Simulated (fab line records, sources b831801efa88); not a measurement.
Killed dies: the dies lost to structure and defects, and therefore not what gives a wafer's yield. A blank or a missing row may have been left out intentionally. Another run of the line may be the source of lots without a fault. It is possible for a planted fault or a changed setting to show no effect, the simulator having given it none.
Which tool did it? / flow sky130 / Sampling: 14 lots, 42 wafers, 3 of 708 route steps

WHAT THE GAUGES READ, wafer by wafer
SKY_VIA1_RS_MEAS_22: uses a four-point probe to measure. Usual: VIA1_W_RS typically reads 0.424 ohm/sq, with standard deviation 0.0078.
lot=L215; measured=day 34 23:39; on=film metro-02; VIA1_W_RS (ohm/sq)=0.422 0.424 0.420; flag=
lot=L217; measured=day 35 07:12; on=film metro-01; VIA1_W_RS (ohm/sq)=0.427 0.413 0.429; flag=
lot=L220; measured=day 36 13:50; on=film metro-01; VIA1_W_RS (ohm/sq)=0.411 0.407 0.407; flag=
lot=L223; measured=day 37 07:40; on=film metro-04; VIA1_W_RS (ohm/sq)=0.433 0.414 0.412; flag=
lot=L224; measured=day 37 19:13; on=film metro-01; VIA1_W_RS (ohm/sq)=0.426 0.426 0.428; flag=
lot=L225; measured=day 37 22:14; on=film metro-01; VIA1_W_RS (ohm/sq)=0.432 0.430 0.436; flag=
lot=L227; measured=day 38 16:25; on=film metro-04; VIA1_W_RS (ohm/sq)=0.416 0.429 0.412; flag=
lot=L229; measured=day 39 07:38; on=film metro-01; VIA1_W_RS (ohm/sq)=0.431 0.426 0.429; flag=
lot=L231; measured=day 39 22:04; on=film metro-01; VIA1_W_RS (ohm/sq)=0.427 0.418 0.423; flag=
lot=L232; measured=day 39 22:50; on=film metro-01; VIA1_W_RS (ohm/sq)=0.423 0.429 0.430; flag=
lot=L233; measured=day 40 05:08; on=film metro-01; VIA1_W_RS (ohm/sq)=0.425 0.423 0.426; flag=
lot=L234; measured=day 40 11:10; on=film metro-02; VIA1_W_RS (ohm/sq)=0.428 0.427 0.425; flag=
lot=L235; measured=day 41 00:05; on=film metro-04; VIA1_W_RS (ohm/sq)=0.413 0.431 0.428; flag=
lot=L236; measured=day 41 06:00; on=film metro-01; VIA1_W_RS (ohm/sq)=0.434 0.433 0.433; flag=

EACH LOT AND THE TOOL THAT RAN IT (in order: tool; ch and the chambers of the sampled wafers; start)
lot=L215; SKY_LI_CONTACT_STRIP_16=plasma asher-02 ch 0,1, day 30 02:14; SKY_METAL1_METAL_ETCH_19=rie metal-04 ch 0,1, day 33 19:03
lot=L217; SKY_LI_CONTACT_STRIP_16=plasma asher-02 ch 0,1, day 30 10:05; SKY_METAL1_METAL_ETCH_19=rie metal-03 ch 1, day 34 02:17
lot=L220; SKY_LI_CONTACT_STRIP_16=plasma asher-02 ch 0,1, day 31 21:39; SKY_METAL1_METAL_ETCH_19=rie metal-03 ch 0,1, day 35 09:58
lot=L223; SKY_LI_CONTACT_STRIP_16=plasma asher-04 ch 0,1, day 32 15:38; SKY_METAL1_METAL_ETCH_19=rie metal-01 ch 0,1, day 36 03:30
lot=L224; SKY_LI_CONTACT_STRIP_16=plasma asher-02 ch 0,1, day 33 04:07; SKY_METAL1_METAL_ETCH_19=rie metal-04 ch 0,1, day 36 14:59
lot=L225; SKY_LI_CONTACT_STRIP_16=plasma asher-01 ch 0,1, day 33 06:20; SKY_METAL1_METAL_ETCH_19=rie metal-01 ch 0,1, day 36 17:52
lot=L227; SKY_LI_CONTACT_STRIP_16=plasma asher-01 ch 0,1, day 34 01:13; SKY_METAL1_METAL_ETCH_19=rie metal-03 ch 0,1, day 37 12:54
lot=L229; SKY_LI_CONTACT_STRIP_16=plasma asher-01 ch 0,1, day 34 17:14; SKY_METAL1_METAL_ETCH_19=rie metal-04 ch 0,1, day 38 04:16
lot=L231; SKY_LI_CONTACT_STRIP_16=plasma asher-04 ch 0,1, day 35 08:59; SKY_METAL1_METAL_ETCH_19=rie metal-01 ch 0, day 38 19:14
lot=L232; SKY_LI_CONTACT_STRIP_16=plasma asher-01 ch 0,1, day 35 09:38; SKY_METAL1_METAL_ETCH_19=rie metal-03 ch 0,1, day 38 19:22
lot=L233; SKY_LI_CONTACT_STRIP_16=plasma asher-04 ch 0,1, day 35 15:34; SKY_METAL1_METAL_ETCH_19=rie metal-04 ch 0,1, day 39 02:05
lot=L234; SKY_LI_CONTACT_STRIP_16=plasma asher-01 ch 0,1, day 36 00:57; SKY_METAL1_METAL_ETCH_19=rie metal-04 ch 0,1, day 39 10:19
lot=L235; SKY_LI_CONTACT_STRIP_16=plasma asher-01 ch 0,1, day 36 08:26; SKY_METAL1_METAL_ETCH_19=rie metal-01 ch 1, day 39 17:15
lot=L236; SKY_LI_CONTACT_STRIP_16=plasma asher-02 ch 0,1, day 36 18:11; SKY_METAL1_METAL_ETCH_19=rie metal-03 ch 0,1, day 40 03:30
- SKY_LI_CONTACT_STRIP_16: strips in O2/N2.
- SKY_METAL1_METAL_ETCH_19: etches the open film in Cl2/BCl3, stops on SiO2, target depth 360 nm, time 78 s.

AS READ BY THE TOOLS THEMSELVES (means over the sampled wafers that have a number; for cases with no such wafer, the mark the record gives instead)
SKY_LI_CONTACT_STRIP_16. Usual: drypump motor current A 5.5 A, standard deviation 0.56; oes product au 0.375 a.u., standard deviation 0.0046; strip time to endpoint s 3.484 s, standard deviation 0.027.
lot=L215; tool=plasma asher-02; drypump motor current A (A)=5.3; oes product au (a.u.)=0.377; strip time to endpoint s (s)=3.527; flag=
lot=L217; tool=plasma asher-02; drypump motor current A (A)=5.1; oes product au (a.u.)=0.381; strip time to endpoint s (s)=3.479; flag=
lot=L220; tool=plasma asher-02; drypump motor current A (A)=5.4; oes product au (a.u.)=0.377; strip time to endpoint s (s)=3.497; flag=
lot=L223; tool=plasma asher-04; drypump motor current A (A)=6.1; oes product au (a.u.)=0.372; strip time to endpoint s (s)=3.454; flag=
lot=L224; tool=plasma asher-02; drypump motor current A (A)=5.3; oes product au (a.u.)=0.376; strip time to endpoint s (s)=3.457; flag=
lot=L225; tool=plasma asher-01; drypump motor current A (A)=5.7; oes product au (a.u.)=0.378; strip time to endpoint s (s)=3.497; flag=
lot=L227; tool=plasma asher-01; drypump motor current A (A)=5.3; oes product au (a.u.)=0.372; strip time to endpoint s (s)=3.477; flag=
lot=L229; tool=plasma asher-01; drypump motor current A (A)=5.7; oes product au (a.u.)=0.374; strip time to endpoint s (s)=3.462; flag=
lot=L231; tool=plasma asher-04; drypump motor current A (A)=6.2; oes product au (a.u.)=0.372; strip time to endpoint s (s)=3.479; flag=
lot=L232; tool=plasma asher-01; drypump motor current A (A)=5.3; oes product au (a.u.)=0.376; strip time to endpoint s (s)=3.501; flag=
lot=L233; tool=plasma asher-04; drypump motor current A (A)=5.7; oes product au (a.u.)=0.376; strip time to endpoint s (s)=3.467; flag=
lot=L234; tool=plasma asher-01; drypump motor current A (A)=5.3; oes product au (a.u.)=0.380; strip time to endpoint s (s)=3.516; flag=
lot=L235; tool=plasma asher-01; drypump motor current A (A)=5.7; oes product au (a.u.)=0.372; strip time to endpoint s (s)=3.480; flag=
lot=L236; tool=plasma asher-02; drypump motor current A (A)=5.1; oes product au (a.u.)=0.374; strip time to endpoint s (s)=3.465; flag=

SKY_METAL1_METAL_ETCH_19. Usual: bcl3 flow sccm 30.00 sccm, standard deviation 0.096; bias w 48.48 W, standard deviation 0.16; drypump motor current A 5.5 A, standard deviation 0.35; oes product au 0.855 a.u., standard deviation 0.0055; throttle valve pct 22.264 %, standard deviation 0.0098.
lot=L215; tool=rie metal-04; bcl3 flow sccm (sccm)=29.99; bias w (W)=48.51; drypump motor current A (A)=6.0; oes product au (a.u.)=0.851; throttle valve pct (%)=22.261; flag=
lot=L217; tool=rie metal-03; bcl3 flow sccm (sccm)=30.03; bias w (W)=48.67; drypump motor current A (A)=5.4; oes product au (a.u.)=0.857; throttle valve pct (%)=22.263; flag=
lot=L220; tool=rie metal-03; bcl3 flow sccm (sccm)=29.90; bias w (W)=48.40; drypump motor current A (A)=5.2; oes product au (a.u.)=0.852; throttle valve pct (%)=22.268; flag=
lot=L223; tool=rie metal-01; bcl3 flow sccm (sccm)=29.97; bias w (W)=48.44; drypump motor current A (A)=5.3; oes product au (a.u.)=0.855; throttle valve pct (%)=22.262; flag=
lot=L224; tool=rie metal-04; bcl3 flow sccm (sccm)=29.90; bias w (W)=48.39; drypump motor current A (A)=5.9; oes product au (a.u.)=0.855; throttle valve pct (%)=22.259; flag=
lot=L225; tool=rie metal-01; bcl3 flow sccm (sccm)=30.06; bias w (W)=48.48; drypump motor current A (A)=5.2; oes product au (a.u.)=0.860; throttle valve pct (%)=22.260; flag=
lot=L227; tool=rie metal-03; bcl3 flow sccm (sccm)=30.11; bias w (W)=48.33; drypump motor current A (A)=5.3; oes product au (a.u.)=0.861; throttle valve pct (%)=22.256; flag=
lot=L229; tool=rie metal-04; bcl3 flow sccm (sccm)=30.03; bias w (W)=48.51; drypump motor current A (A)=5.8; oes product au (a.u.)=0.849; throttle valve pct (%)=22.264; flag=
lot=L231; tool=rie metal-01; bcl3 flow sccm (sccm)=29.90; bias w (W)=48.51; drypump motor current A (A)=5.4; oes product au (a.u.)=0.857; throttle valve pct (%)=22.261; flag=
lot=L232; tool=rie metal-03; bcl3 flow sccm (sccm)=29.94; bias w (W)=48.32; drypump motor current A (A)=5.3; oes product au (a.u.)=0.853; throttle valve pct (%)=22.265; flag=
lot=L233; tool=rie metal-04; bcl3 flow sccm (sccm)=30.01; bias w (W)=48.57; drypump motor current A (A)=6.0; oes product au (a.u.)=0.848; throttle valve pct (%)=22.254; flag=
lot=L234; tool=rie metal-04; bcl3 flow sccm (sccm)=29.98; bias w (W)=48.50; drypump motor current A (A)=5.8; oes product au (a.u.)=0.861; throttle valve pct (%)=22.268; flag=
lot=L235; tool=rie metal-01; bcl3 flow sccm (sccm)=30.04; bias w (W)=48.27; drypump motor current A (A)=5.1; oes product au (a.u.)=0.849; throttle valve pct (%)=22.260; flag=
lot=L236; tool=rie metal-03; bcl3 flow sccm (sccm)=29.96; bias w (W)=48.61; drypump motor current A (A)=5.3; oes product au (a.u.)=0.859; throttle valve pct (%)=22.266; flag=

THE ANSWER, worked out from the rows above alone
Rule: take the mean of a lot's wafers that have a number; if it is more than 3 standard deviations from the usual mean, the lot is off. A lot without any number at a reading at which 4 lots or more have one is off too. Any other lot the step has rows for is counted as sound. The gauges are gone through in route order, then the tools' own readings, and for those a lot's mean is taken as printed above. At the first step where some lot is off, the reading lying furthest off is the one used; lots without a number count as furthest.
No lot is off on any of the readings shown, so nothing can be concluded from this.

WHAT THE SIMULATOR PUT IN
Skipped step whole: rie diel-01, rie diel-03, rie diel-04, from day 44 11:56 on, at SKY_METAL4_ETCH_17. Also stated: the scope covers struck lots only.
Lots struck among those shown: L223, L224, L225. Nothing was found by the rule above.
